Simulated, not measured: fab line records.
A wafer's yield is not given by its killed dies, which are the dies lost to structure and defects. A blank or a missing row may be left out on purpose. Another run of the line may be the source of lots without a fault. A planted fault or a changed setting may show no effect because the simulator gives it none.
fab line records	flow sky130
record: lots: 6	wafers: 18	lastDay: 50
route steps=708 shown LDD_P@263 LDD_HVN@267 PAD_OPEN@708
lots untouched by any fault: they come from a run of this same line in which no faults occurred
startH: hours from the record's opening day to when the first of the lot's shown wafers began	waitH: time in hours since the lot's previous step	" the same as in the row above	L1.1+2: several wafers, shown together as one row	- either no value or no given start	* or withheld: withheld	< > ~ a bound
route shown NAME@n: a module of which the file shows steps, and the number in the route of the first	usual: the fault-free wafers' mean and standard deviation	same: alike in all rows	chamber/n: place in a boat	sites: per-site readings	_std_site: the values' standard deviation	_edge_site: inner sites' mean taken away from outer sites' mean	radiusMm: for every site, how far away it sits from the centre of the wafer	mask NAME#n: copy n	behind: tool/chamber where the wafer was last shaped	hold: the reason the lot was held/the length of the hold in hours/how it ended	device: the n, p or np transistor that did not switch	end of line: the tests these same wafers got at the end of their route	a step without rows: its recipe alone	killed: at the first sort, the dies lost to defects and structure; wafer yield is something else	map: a wafer's dies, marking killed ones x, the rest . and places with no die _
set.NAME: the setting as run; set.NAME@STEP: as run at that earlier step	model.NAME: the simulator's own value behind a step, which no gauge read
lots at some steps of the route; a table a step, a row a wafer
services: a tool's chamber out of use, with start hour (startH, from the record's first day; less than 0 if before it), hours out, and reason
== steps ==
step: SKY_LDD_P_OVL_MEAS_08
usual: LDD_P_OVL: -0.3/1.3
lot.wafer	tool	chamber	startH	waitH	LDD_P_OVL[nm]
L632.4	overlay-02	-	462.88	0.1	-3.2
L632.5	"	-	"	"	-2.3
L632.6	"	-	"	"	-0.6
L637.2	overlay-02	-	515.03	0.1	-1.0
L637.3	"	-	"	"	-0.3
L637.6	"	-	"	"	-0.2
L639.3	overlay-01	-	532.17	0.1	-0.2
L639.5	"	-	"	"	1.3
L639.6	"	-	"	"	-0.2
L649.3	overlay-02	-	610.04	0.1	-1.6
L649.4	"	-	"	"	-0.8
L649.5	"	-	"	"	-0.7
L650.2	overlay-02	-	614.31	0.1	1.1
L650.3	"	-	"	"	-0.2
L650.5	"	-	"	"	1.9
L651.1	overlay-01	-	622.22	0.1	1.0
L651.3	"	-	"	"	0.4
L651.4	"	-	"	"	1.0
step: SKY_LDD_P_IMPLANT_09
recipe: species: BF2	energyKev: 25	doseCm2: 1e+13	tiltDeg: withheld
step: SKY_LDD_P_STRIP_10
recipe: chemistry: O2/N2	powerW: 1400	pressureMtorr: 1500	platenTempC: withheld	o2FlowSccm: 3000	n2FlowSccm: 300	overashFraction: 0.5
usual: chamberPressureMTorr: 1500.1/1.2	drypumpMotorCurrentA: 6.0/0.5	oesProductAu: 0.715/0.0044	stripTimeToEndpointS: 14.20/0.036
lot.wafer	tool	chamber	startH	waitH	chamberPressureMTorr	drypumpMotorCurrentA	oesProductAu	rfHoursCounterH	stripTimeToEndpointS
L632.4	plasmaAsher-02	0	463.08	0.1	1499.6	5.4	0.717	-	14.14
L632.5	"	1	"	"	1500.0	5.6	0.709	-	14.20
L632.6	"	0	"	"	1500.8	5.4	0.722	-	14.15
L637.2	plasmaAsher-03	0	515.21	0.1	1499.2	6.4	0.721	69	14.25
L637.3	"	1	"	"	1499.5	5.3	0.713	-	14.25
L637.6	"	1	"	"	1499.2	5.3	0.713	-	14.21
L639.3	plasmaAsher-02	1	532.38	0.1	1500.9	5.7	0.724	-	14.19
L639.5	"	1	"	"	1499.4	5.7	0.710	-	14.16
L639.6	"	0	"	"	1500.3	5.4	0.715	-	14.17
L649.3	plasmaAsher-03	1	610.24	0.1	1500.6	5.3	0.719	-	14.17
L649.4	"	0	"	"	1499.7	6.5	0.717	-	14.12
L649.5	"	0	"	"	1501.4	6.4	0.718	-	14.15
L650.2	plasmaAsher-03	1	614.49	0.1	1499.5	5.3	0.712	79	14.17
L650.3	"	0	"	"	1501.2	6.4	0.721	-	14.23
L650.5	"	1	"	"	1496.9	5.3	0.706	-	14.20
L651.1	plasmaAsher-04	0	622.41	0.1	1500.5	6.4	0.711	97	14.21
L651.3	"	1	"	"	1500.6	6.5	0.712	-	14.28
L651.4	"	0	"	"	1502.1	6.4	0.708	-	14.23
step: SKY_LDD_P_TW_MEAS_11
usual: LDD_P_TW: 636/4
lot.wafer	tool	chamber	startH	waitH	LDD_P_TW
L632.4	filmMetro-01	-	463.18	0.1	629
L632.5	"	-	"	"	630
L632.6	"	-	"	"	635
L637.2	filmMetro-01	-	515.32	0.1	628
L637.3	"	-	"	"	631
L637.6	"	-	"	"	633
L639.3	filmMetro-01	-	532.46	0.1	634
L639.5	"	-	"	"	633
L639.6	"	-	"	"	632
L649.3	filmMetro-03	-	610.33	0.1	636
L649.4	"	-	"	"	638
L649.5	"	-	"	"	641
L650.2	filmMetro-03	-	614.60	0.1	641
L650.3	"	-	"	"	641
L650.5	"	-	"	"	639
L651.1	filmMetro-03	-	622.51	0.1	639
L651.3	"	-	"	"	638
L651.4	"	-	"	"	641
step: SKY_LDD_HVN_DEHYDRATE_00
recipe: tempC: 200	timeS: 60
step: SKY_LDD_HVN_HMDS_01
recipe: primeTimeS: 60	primeTempC: 120
step: SKY_LDD_HVN_COAT_02
recipe: resist: NOVOLAK	spinRpm: 3000	resistThkNm: 300
step: SKY_LDD_HVN_SOFTBAKE_03
recipe: tempC: 90	timeS: 60	resist: NOVOLAK
step: SKY_LDD_HVN_EXPOSE_04
recipe: maskId: HVNTM	na: 0.6	sourceShape: conventional	sigmaOuter: 0.6	polarization: unpolarized	targetCdNm: 700	doseMj: 127
step: SKY_LDD_HVN_PEB_05
recipe: tempC: withheld	timeS: *	resist: NOVOLAK
step: SKY_LDD_HVN_DEVELOP_06
recipe: resist: NOVOLAK	developer: TMAH	developTimeS: 60	devTempC: 23
step: SKY_LDD_HVN_OVL_MEAS_07
usual: LDD_HVN_OVL: -1.1/1.4
lot.wafer	tool	chamber	startH	waitH	LDD_HVN_OVL[nm]
L632.4	overlay-02	-	493.14	0.1	-0.9
L632.5	"	-	"	"	-2.7
L632.6	"	-	"	"	-1.2
L637.2	overlay-01	-	544.54	0.1	-2.3
L637.3	"	-	"	"	-3.0
L637.6	"	-	"	"	-3.3
L639.3	overlay-01	-	562.22	0.1	-2.8
L639.5	"	-	"	"	-0.7
L639.6	"	-	"	"	-2.1
L649.3	overlay-01	-	638.37	0.1	-2.7
L649.4	"	-	"	"	-1.0
L649.5	"	-	"	"	-2.8
L650.2	overlay-02	-	643.31	0.1	-1.1
L650.3	"	-	"	"	1.0
L650.5	"	-	"	"	2.0
L651.1	overlay-01	-	650.54	0.1	1.3
L651.3	"	-	"	"	0.6
L651.4	"	-	"	"	0.7
step: SKY_LDD_HVN_IMPLANT_08
recipe: species: P	energyKev: 60	doseCm2: 3e+13	tiltDeg: 40
usual: beamEnergyKeV: 60.000/0.019
lot.wafer	tool	chamber	startH	waitH	beamEnergyKeV	model.implant.rpNm	model.implant.drpNm
L632.4	implanter-04	0	493.23	0.1	59.989	56.31	28.15
L632.5	"	0	"	"	60.000	56.31	28.15
L632.6	"	0	"	"	60.002	56.31	28.15
L637.2	implanter-02	0	544.60	0.0	65.925	63.05	30.58
L637.3	"	0	"	"	65.914	63.05	30.58
L637.6	"	0	"	"	65.928	63.05	30.58
L639.3	implanter-02	0	562.29	0.1	65.944	62.36	30.58
L639.5	"	0	"	"	65.942	62.36	30.58
L639.6	"	0	"	"	65.956	62.36	30.58
L649.3	implanter-04	0	638.44	0.1	60.023	53.97	28.15
L649.4	"	0	"	"	59.994	53.97	28.15
L649.5	"	0	"	"	59.946	53.97	28.15
L650.2	implanter-02	0	643.37	0.0	59.964	56.33	28.15
L650.3	"	0	"	"	59.999	56.33	28.15
L650.5	"	0	"	"	59.996	56.33	28.15
L651.1	implanter-03	0	650.57	0.0	60.020	56.26	28.15
L651.3	"	0	"	"	60.012	56.26	28.15
L651.4	"	0	"	"	60.004	56.26	28.15
step: SKY_LDD_HVN_STRIP_09
recipe: chemistry: O2/N2	powerW: 1400	pressureMtorr: 1500	platenTempC: withheld	o2FlowSccm: 3000	n2FlowSccm: 300	overashFraction: 0.5
usual: chamberPressureMTorr: 1500.0/1.3	drypumpMotorCurrentA: 5.8/0.41	oesProductAu: 0.408/0.0044	stripTimeToEndpointS: 4.136/0.014
lot.wafer	tool	chamber	startH	waitH	chamberPressureMTorr	drypumpMotorCurrentA	oesProductAu	rfHoursCounterH	stripTimeToEndpointS
L632.4	plasmaAsher-03	1	493.34	0.1	1499.3	5.3	0.404	-	4.152
L632.5	"	1	"	"	1501.7	5.3	0.409	-	4.148
L632.6	"	0	"	"	1502.4	6.4	0.406	-	4.141
L637.2	plasmaAsher-02	0	544.72	0.1	1501.2	5.4	0.408	43	4.145
L637.3	"	1	"	"	1499.8	5.7	0.407	-	4.130
L637.6	"	1	"	"	1497.8	5.7	0.407	-	4.131
L639.3	plasmaAsher-03	0	562.42	0.1	1499.1	6.3	0.411	-	4.151
L639.5	"	1	"	"	1498.0	5.3	0.411	-	4.134
L639.6	"	0	"	"	1502.0	6.4	0.408	-	4.146
L649.3	plasmaAsher-03	0	638.57	0.1	1499.3	6.4	0.409	-	4.141
L649.4	"	1	"	"	1498.2	5.3	0.410	-	4.146
L649.5	"	0	"	"	1501.1	6.4	0.400	-	4.149
L650.2	plasmaAsher-03	1	643.49	0.1	1501.4	5.3	0.406	83	4.140
L650.3	"	1	"	"	1499.3	5.3	0.407	-	4.143
L650.5	"	1	"	"	1499.5	5.3	0.402	-	4.142
L651.1	plasmaAsher-03	1	650.72	0.1	1501.0	5.3	0.409	84	4.131
L651.3	"	0	"	"	1499.5	6.4	0.409	-	4.125
L651.4	"	1	"	"	1499.8	5.3	0.411	-	4.155
step: SKY_LDD_HVN_TW_MEAS_10
usual: LDD_HVN_TW: 1431/8.5
lot.wafer	tool	chamber	startH	waitH	hold	LDD_HVN_TW
L632.4	filmMetro-04	-	493.44	0.1	-	1422
L632.5	"	-	"	"	-	1431
L632.6	"	-	"	"	-	1429
L637.2	filmMetro-02	-	544.83	0.1	-	1460
L637.3	"	-	"	"	-	1453
L637.6	"	-	"	"	-	1461
L639.3	filmMetro-02	-	562.51	0.1	awaitDispo/0.2h/release	1472
L639.5	"	-	"	"	awaitDispo/0.2h/release	1475
L639.6	"	-	"	"	awaitDispo/0.2h/release	1473
L639.3	filmMetro-02	-	562.74	0.2	-	1473
L639.5	"	-	"	"	-	1470
L639.6	"	-	"	"	-	1480
L649.3	filmMetro-04	-	638.66	0.1	-	1433
L649.4	"	-	"	"	-	1441
L649.5	"	-	"	"	-	1436
L650.2	filmMetro-01	-	643.60	0.1	-	1436
L650.3	"	-	"	"	-	1438
L650.5	"	-	"	"	-	1427
L651.1	filmMetro-02	-	650.82	0.1	-	1419
L651.3	"	-	"	"	-	1440
L651.4	"	-	"	"	-	1432
step: SKY_PAD_OPEN_PROBE_99
usual: killed_at_M0_to_M3: 43/6.5	killed_at_M4_up: 3.2/1.8	killedAtContacts: 24/5	killedAtFrontEnd: 15/4.1	killedAtOther: 0.3/0.54	killedDies: 85/9.3	killedOnRim: 16/4.1	killedOpen: 47/7.2	killedShort: 39/5.9
same: grossDies: 492	killedAtBackSide: 0
lot.wafer	tool	chamber	startH	waitH	killed_at_M0_to_M3	killed_at_M4_up	killedAtContacts	killedAtFrontEnd	killedAtOther	killedDies	killedOnRim	killedOpen	killedShort	model.etest.tip_n_5v.rsOhmSq	model.etest.nfetG5v0d10v5.vtSatV
L632.4	prober-02	-	1092.11	0.2	49	1	26	27	0	103	18	68	35	1377	0.7645
L632.5	prober-02	-	1092.16	0.2	44	2	19	16	0	81	13	47	34	1382	0.7587
L632.6	prober-02	-	1092.21	0.2	43	1	29	11	0	84	16	52	31	1369	0.7575
L637.2	prober-01	-	1134.25	0.1	46	3	23	22	0	94	17	56	37	1338	0.7475
L637.3	prober-01	-	1134.30	0.2	51	1	29	16	0	97	18	53	42	1324	0.7506
L637.6	prober-01	-	1134.45	0.2	45	2	25	10	0	82	18	50	32	1334	0.7512
L639.3	prober-02	-	1141.96	0.2	51	5	31	10	1	98	18	55	43	1330	0.7413
L639.5	prober-02	-	1142.06	0.2	34	4	21	17	0	76	15	45	31	1333	0.7544
L639.6	prober-02	-	1142.11	0.2	36	1	21	21	0	79	14	38	41	1330	0.7418
L649.3	prober-01	-	1186.48	0.2	41	7	19	12	0	79	12	31	48	1409	0.7746
L649.4	prober-01	-	1186.53	0.2	37	4	21	20	0	82	14	46	36	1409	0.7775
L649.5	prober-01	-	1186.58	0.2	49	4	22	16	0	91	21	47	44	1409	0.7728
L650.2	prober-02	-	1189.34	0.1	42	4	26	10	0	82	19	44	38	1384	0.7525
L650.3	prober-02	-	1189.39	0.2	49	3	29	23	0	104	17	55	49	1380	0.7604
L650.5	prober-02	-	1189.49	0.2	44	1	22	10	1	78	13	41	37	1385	0.7593
L651.1	prober-02	-	1191.67	0.1	34	6	23	16	0	79	11	39	40	1390	0.7783
L651.3	prober-02	-	1191.77	0.2	41	3	18	21	0	83	18	47	36	1383	0.777
L651.4	prober-02	-	1191.82	0.2	48	2	24	8	0	82	12	44	37	1382	0.7803
killed by level:class
L632.4 CONTACT:geometricParticle:open=12 VIA2:geometricParticle:open=12 VIA1:geometricParticle:open=10 VIA3:geometricParticle:open=9 FIELD_ISO:geometricParticle:short=7 POLY_GATE:geometricParticle:open=7 FIELD_ISO:geometricParticle:open=6 LOCAL_INTERCONNECT:geometricParticle:short=5
L632.5 VIA1:geometricParticle:open=12 LI_CONTACT:geometricParticle:open=6 CONTACT:geometricParticle:short=6 METAL2:geometricParticle:short=5 POLY_GATE:geometricParticle:open=5 POLY_GATE:geometricParticle:short=5 CONTACT:geometricParticle:open=5 VIA2:geometricParticle:open=5
L632.6 CONTACT:geometricParticle:open=14 VIA3:geometricParticle:open=11 LI_CONTACT:geometricParticle:open=8 VIA1:geometricParticle:open=8 METAL2:geometricParticle:short=5 VIA2:geometricParticle:short=5 VIA1:geometricParticle:short=4 VIA2:geometricParticle:open=4
L637.2 CONTACT:geometricParticle:open=10 VIA1:geometricParticle:open=10 VIA2:geometricParticle:open=8 FIELD_ISO:geometricParticle:open=7 VIA3:geometricParticle:open=7 POLY_GATE:geometricParticle:open=5 LOCAL_INTERCONNECT:geometricParticle:short=5 VIA2:geometricParticle:short=5
L637.3 LI_CONTACT:geometricParticle:open=11 VIA1:geometricParticle:open=10 CONTACT:geometricParticle:open=10 METAL2:geometricParticle:short=9 METAL1:geometricParticle:short=7 VIA3:geometricParticle:open=7 LOCAL_INTERCONNECT:geometricParticle:short=5 FIELD_ISO:geometricParticle:short=4
L637.6 CONTACT:geometricParticle:open=11 VIA1:geometricParticle:open=11 METAL1:geometricParticle:short=7 LI_CONTACT:geometricParticle:open=6 VIA2:geometricParticle:open=6 FIELD_ISO:geometricParticle:open=5 CONTACT:geometricParticle:short=5 VIA3:geometricParticle:open=5
L639.3 VIA1:geometricParticle:open=14 VIA2:geometricParticle:open=10 CONTACT:geometricParticle:open=9 LI_CONTACT:geometricParticle:open=8 VIA3:geometricParticle:open=7 POLY_GATE:geometricParticle:short=6 LOCAL_INTERCONNECT:geometricParticle:short=5 VIA1:geometricParticle:short=5
L639.5 CONTACT:geometricParticle:open=12 VIA1:geometricParticle:open=6 POLY_GATE:geometricParticle:open=6 VIA3:geometricParticle:open=6 METAL4:geometricParticle:short=4 FIELD_ISO:geometricParticle:short=4 CONTACT:geometricParticle:short=4 METAL1:geometricParticle:short=4
L639.6 METAL1:geometricParticle:short=8 VIA1:geometricParticle:short=7 POLY_GATE:geometricParticle:open=6 LI_CONTACT:geometricParticle:open=6 CONTACT:geometricParticle:open=6 POLY_GATE:geometricParticle:short=5 METAL2:geometricParticle:short=5 VIA1:geometricParticle:open=4
L649.3 CONTACT:geometricParticle:short=8 VIA1:geometricParticle:short=7 METAL1:geometricParticle:short=7 METAL4:geometricParticle:short=5 CONTACT:geometricParticle:open=5 VIA2:geometricParticle:open=5 METAL2:geometricParticle:short=4 VIA1:geometricParticle:open=4
L649.4 VIA1:geometricParticle:open=9 CONTACT:geometricParticle:open=8 VIA3:geometricParticle:open=7 FIELD_ISO:geometricParticle:short=6 POLY_GATE:geometricParticle:open=6 LI_CONTACT:geometricParticle:open=5 FIELD_ISO:geometricParticle:open=4 LI_CONTACT:geometricParticle:short=4
L649.5 METAL1:geometricParticle:short=10 VIA1:geometricParticle:open=7 VIA3:geometricParticle:open=7 CONTACT:geometricParticle:open=6 VIA2:geometricParticle:open=6 FIELD_ISO:geometricParticle:open=5 LI_CONTACT:geometricParticle:open=5 LOCAL_INTERCONNECT:geometricParticle:short=5
L650.2 CONTACT:geometricParticle:open=12 VIA1:geometricParticle:open=10 METAL2:geometricParticle:short=7 LI_CONTACT:geometricParticle:open=6 FIELD_ISO:geometricParticle:open=4 LOCAL_INTERCONNECT:geometricParticle:short=4 CONTACT:geometricParticle:short=4 VIA1:geometricParticle:short=4
L650.3 CONTACT:geometricParticle:open=13 VIA1:geometricParticle:open=12 METAL2:geometricParticle:short=10 FIELD_ISO:geometricParticle:open=6 VIA3:geometricParticle:open=6 FIELD_ISO:geometricParticle:short=5 LOCAL_INTERCONNECT:geometricParticle:short=5 VIA1:geometricParticle:short=5
L650.5 VIA1:geometricParticle:open=13 CONTACT:geometricParticle:open=8 CONTACT:geometricParticle:short=7 METAL2:geometricParticle:short=5 VIA2:geometricParticle:open=5 VIA3:geometricParticle:open=5 METAL1:geometricParticle:short=4 METAL3:geometricParticle:short=4
L651.1 LI_CONTACT:geometricParticle:open=9 VIA1:geometricParticle:open=8 CONTACT:geometricParticle:open=6 CONTACT:geometricParticle:short=6 VIA1:geometricParticle:short=6 VIA2:geometricParticle:open=5 METAL4:geometricParticle:short=5 FIELD_ISO:geometricParticle:short=4
L651.3 VIA3:geometricParticle:open=9 POLY_GATE:geometricParticle:short=8 CONTACT:geometricParticle:open=8 VIA1:geometricParticle:open=7 LI_CONTACT:geometricParticle:open=5 VIA2:geometricParticle:open=5 VIA1:geometricParticle:short=4 POLY_GATE:geometricParticle:open=3
L651.4 CONTACT:geometricParticle:open=9 VIA1:geometricParticle:open=9 METAL1:geometricParticle:short=7 VIA1:geometricParticle:short=6 CONTACT:geometricParticle:short=6 VIA2:geometricParticle:open=6 VIA3:geometricParticle:open=5 POLY_GATE:geometricParticle:open=4
== services ==
tool	chamber	startH	hours	kind
plasmaAsher-02	-	446.53	1.2	repair
implanter-02	-	476.68	1.7	repair
implanter-04	-	499.55	1.3	repair
plasmaAsher-03	-	519.73	14.6	pm
implanter-02	-	530.36	5.9	repair
implanter-03	-	532.71	3.8	pm
plasmaAsher-04	-	536.58	4.3	pm
plasmaAsher-02	-	581.46	103.8	repair
implanter-03	-	588.00	6.2	pm
implanter-04	-	643.16	1.0	repair
plasmaAsher-02	-	648.52	0.9	repair
implanter-04	-	649.87	1.2	repair
== key ==
firstSign: step: SKY_LDD_HVN_IMPLANT_08	reading: beamEnergyKeV	direction: up	sigmas: 99+	usual: *	struck: *
effect: step: SKY_LDD_HVN_TW_MEAS_10	reading: visit	direction: added
modelEffect: step: SKY_LDD_HVN_IMPLANT_08	value: implant.rpNm	without: 56.93	struck: 62.7
modelEffect: step: SKY_PAD_OPEN_PROBE_99	value: etest.tip_n_5v.rsOhmSq	without: 1389	struck: 1331
metAt SKY_LDD_HVN_IMPLANT_08
struckWafers L637.2,L637.3,L637.6,L639.3,L639.5,L639.6
testerLeftOut L637,L639
fault: kind: processParameterDrift	tool: implanter-02	chamber: -	onsetH: 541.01	steps: SKY_LDD_HVN_IMPLANT_08	channel: energyKev	offset: *	shape: step	endH: 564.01	actsIn: *	stated: *
testerLeftOut: of these lots the tester's yield and bins aren't shown, on N5 and GAA mostly nor the transistor test; their killed dies are dies lost to structure and defects alone, not to doping, threshold or leakage, so they don't give the yield
